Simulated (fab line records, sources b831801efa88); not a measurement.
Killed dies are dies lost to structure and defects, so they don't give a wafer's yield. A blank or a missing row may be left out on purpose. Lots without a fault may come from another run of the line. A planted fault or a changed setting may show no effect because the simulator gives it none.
A struck lot beside a sound one | flow gf180mcu | 15 steps out of a route of 602
Sound: wafers L884.1, L884.2, L884.4. Struck: wafer L891.5. (L891.2, L891.4 of the same lot were not struck and are left out.) The cause comes at the end.
At each step with rows: each side's tool, then ch and its chambers, then its first start. Under that, the readings that differ: sound wafers | struck wafers | difference of the means | sigmas: that difference in standard deviations of wafers without a fault.
alike: readings whose means differ by less than 2 such deviations, and words and numbers that are the same on both sides. not compared: withheld readings, readings that some wafer has no value for, bounds like >300 that may hide the same value, and numbers for which the record gives no deviation and whose values overlap.
The two part at a step that has a row with sigmas, a row that says differs or no value, or rows on one side only. Numbers that don't overlap but have no deviation are shown without sigmas and don't part them. A reading that every wafer of one side lacks parts them only if that side has two wafers or more.

GF_CONTACT_ETCH_16: etches BARC in N2/H2.
  sound on rie_diel-03 ch 0,1,2, day 16 03:06; struck on rie_diel-04 ch 1, day 19 08:47
  alike: drypump_motor_current_A, oes_product_au, throttle_valve_pct
then, 1 step without rows for these wafers: GF_CONTACT_ETCH_17 (etches SiO2 in C4F8/O2/Ar, stops on CoSi2, target depth 860 nm).
GF_CONTACT_STRIP_18: strips in O2/N2.
  sound on plasma_asher-03 ch 0,1, day 16 03:16; struck on plasma_asher-03 ch 0, day 19 08:58
  alike: drypump_motor_current_A, heater_power_w, oes_product_au
  not compared: rf_hours_counter_h
then, 4 steps without rows for these wafers: GF_CONTACT_CLEAN_19 (cleans in SPM); GF_CONTACT_CLEAN_20 (cleans in DIW); GF_CONTACT_CLEAN_21 (cleans in dHF, time 20 s); GF_CONTACT_SPUTTER_22 (material Ti, target thk 15 nm, time 80.02 s).
GF_CONTACT_SPUTTER_23: material TiN, target thk 10 nm, time 40 s.
  sound on pvd_sputter-02, day 16 03:38; struck on pvd_sputter-03, day 19 09:19
  alike: chamber_pressure_pa, throttle_valve_pct
GF_CONTACT_CVD_24: deposits W, target thk 300 nm, time 90.339 s.
  sound on cvd_w-01 ch 0,1, day 16 03:40; struck on cvd_w-02 ch 0, day 19 09:22
  alike: heater_power_w
GF_CONTACT_RS_MEAS_25: measures by four-point-probe.
  sound on film_metro-03, day 16 03:46; struck on film_metro-04, day 19 09:29
  reading               | sound             | struck | difference | sigmas
  CONTACT_W_RS (ohm/sq) | 0.366 0.383 0.379 | 0.388  | +0.012     | +2
GF_CONTACT_THK_MEAS_26: measures by xrf.
  sound on film_metro-03, day 16 03:53; struck on film_metro-04, day 19 09:35
  reading            | sound       | struck | difference | sigmas
  CONTACT_W_THK (nm) | 310 298 300 | 290    | -13        | -3
then, 1 step without rows for these wafers: GF_CONTACT_CMP_27 (polishes, stops on SiO2, t overpolish 15 s, target thk 0 nm).
GF_M1_SPUTTER_00: material Ti, target thk 37.5 nm, time 150 s.
  sound on pvd_sputter-01, day 16 04:17; struck on pvd_sputter-01, day 19 09:56
  reading                               | sound             | struck | difference | sigmas
  model.Ti_of_M1_SPUTTER_00.thk_nm (nm) | 36.89 36.81 37.63 | 71.65  | +34.54     |
  alike: chamber_pressure_pa, throttle_valve_pct
GF_M1_SPUTTER_01: material TiN, target thk 30 nm, time 25 s.
  sound on pvd_sputter-01, day 16 04:23; struck on pvd_sputter-01, day 19 10:02
  alike: chamber_pressure_pa, throttle_valve_pct
then, 1 step without rows for these wafers: GF_PASSIVATION_PROBE_99.

WHERE THEY PART
First at GF_CONTACT_RS_MEAS_25; last, within this record, at GF_CONTACT_THK_MEAS_26. Later steps at which nothing parts them and some readings are alike: GF_M1_SPUTTER_00, GF_M1_SPUTTER_01.

WHY: what the simulator had put in
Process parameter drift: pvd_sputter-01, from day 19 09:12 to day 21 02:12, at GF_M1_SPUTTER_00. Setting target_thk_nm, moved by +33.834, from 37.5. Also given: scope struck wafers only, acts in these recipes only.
